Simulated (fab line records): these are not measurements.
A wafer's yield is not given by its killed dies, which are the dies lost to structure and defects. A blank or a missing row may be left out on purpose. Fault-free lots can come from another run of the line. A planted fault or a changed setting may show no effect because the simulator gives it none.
Struck lot and sound lot, side by side / flow sky130 / 15 out of 708 route steps
Sound: these wafers, L412.1, L412.3, L412.6. Struck: wafer L429.3 (left out: L429.5, L429.6 of the same lot, which were not struck); the cause appears at the end.
Each step with rows lists, per side, the tool, then ch with its chambers, then its first start. Under that, the readings that differ: sound wafers / struck wafers / difference of the means / sigmas: that difference in standard deviations of wafers without a fault.
alike: readings with means less than 2 such deviations apart, plus words and numbers identical on both sides. not compared: withheld readings, readings lacking a value on some wafer, bounds such as >300 that could conceal the same value, and numbers that have no deviation in the record and whose values overlap.
The two part at a step that has a row with sigmas, a row that says differs or no value, or rows on one side only. Numbers that have no deviation but don't overlap get no sigmas and don't part them. A reading missing from all wafers of one side parts the sides only when that side holds two or more wafers.

first, 1 step without rows for these wafers: SKY_VIA1_ETCH_14 (etches BARC in N2/H2, stops on SiO2, time 45.9 s, target depth 60 nm).
SKY_VIA1_ETCH_15: etches SiO2 in C4F8/O2/Ar, stops on TiN, target depth 351 nm, time 54 s.
  sound on rie_diel-03 ch 2,3, day 35 07:57; struck on rie_diel-03 ch 1, day 39 18:29
  alike: chamber_pressure_mTorr, oes_product_au
  not compared: rf_hours_counter_h
then, 5 steps without rows for these wafers: SKY_VIA1_STRIP_16 (strips in O2/N2); SKY_VIA1_STRIP_17 (strips in post etch residue remover, time 1200 s); SKY_VIA1_CLEAN_18 (cleans in IPA, time 180 s); SKY_VIA1_CLEAN_19 (cleans in O3/DIW); SKY_VIA1_SPUTTER_20 (material TiN, target thk 20 nm, time 80 s).
SKY_VIA1_CVD_21: deposits W, target thk 270 nm, time 80.902 s.
  sound on cvd_w-01 ch 1, day 35 08:39; struck on cvd_w-02 ch 1, day 39 19:17
  alike: heater_power_w
SKY_VIA1_RS_MEAS_22: measures by four-point-probe.
  struck on film_metro-04, day 39 19:23; sound on film_metro-03, day 35 08:44
  alike: VIA1_W_RS
SKY_VIA1_THK_MEAS_23: measures by xrf.
  struck on film_metro-04, day 39 19:29; sound on film_metro-03, day 35 08:52
  alike: VIA1_W_THK
SKY_VIA1_CMP_24: polishes, stops on SiO2, t overpolish 15 s, target thk 0 nm.
  sound on cmp-01 ch 1,2, day 35 08:55; struck on cmp-01 ch 2, day 39 19:35
  alike: motor_current_A, overpolish_run_s, time_to_endpoint_s
SKY_METAL2_SPUTTER_00: material Ti, target thk 15 nm, time 10 s.
  struck on pvd_sputter-03, day 39 19:50; sound on pvd_sputter-04, day 35 09:13
  alike: throttle_valve_pct
SKY_METAL2_SPUTTER_01: material TiN, target thk 20 nm, time 16.7 s.
  struck on pvd_sputter-03, day 39 19:51; sound on pvd_sputter-04, day 35 09:14
reading=model.TiN_of_METAL2_SPUTTER_01.thk_nm (nm); sound=20.02 19.98 19.74; struck=28.35; difference=+8.44; sigmas=
  alike: throttle_valve_pct
SKY_METAL2_SPUTTER_02: material AlCu, target thk 250 nm, time 13.3 s.
  struck on pvd_sputter-03, day 39 19:53; sound on pvd_sputter-04, day 35 09:16
  alike: throttle_valve_pct
-- the record jumps here: 10 days lie between the struck wafers' starts before and after (it left off in module METAL2 and takes up again in module PAD_OPEN, whose first step shown is number 708 of the route) --
SKY_PAD_OPEN_PROBE_99:
  struck on prober-02, day 50 04:46; sound on prober-01, day 46 19:34
  alike: defect_limited_yield, killed_at_M0_to_M3, killed_at_M4_up, killed_at_contacts, killed_at_front_end, killed_at_other, killed_dies, killed_on_rim, killed_open, killed_short, sort_bin_3_pad_short, sort_bin_5_function, sort_bin_6_memory, sort_n_pass, sort_yield_pct

== WHERE THEY PART ==
Nowhere in this record.

WHY: what the simulator had put in
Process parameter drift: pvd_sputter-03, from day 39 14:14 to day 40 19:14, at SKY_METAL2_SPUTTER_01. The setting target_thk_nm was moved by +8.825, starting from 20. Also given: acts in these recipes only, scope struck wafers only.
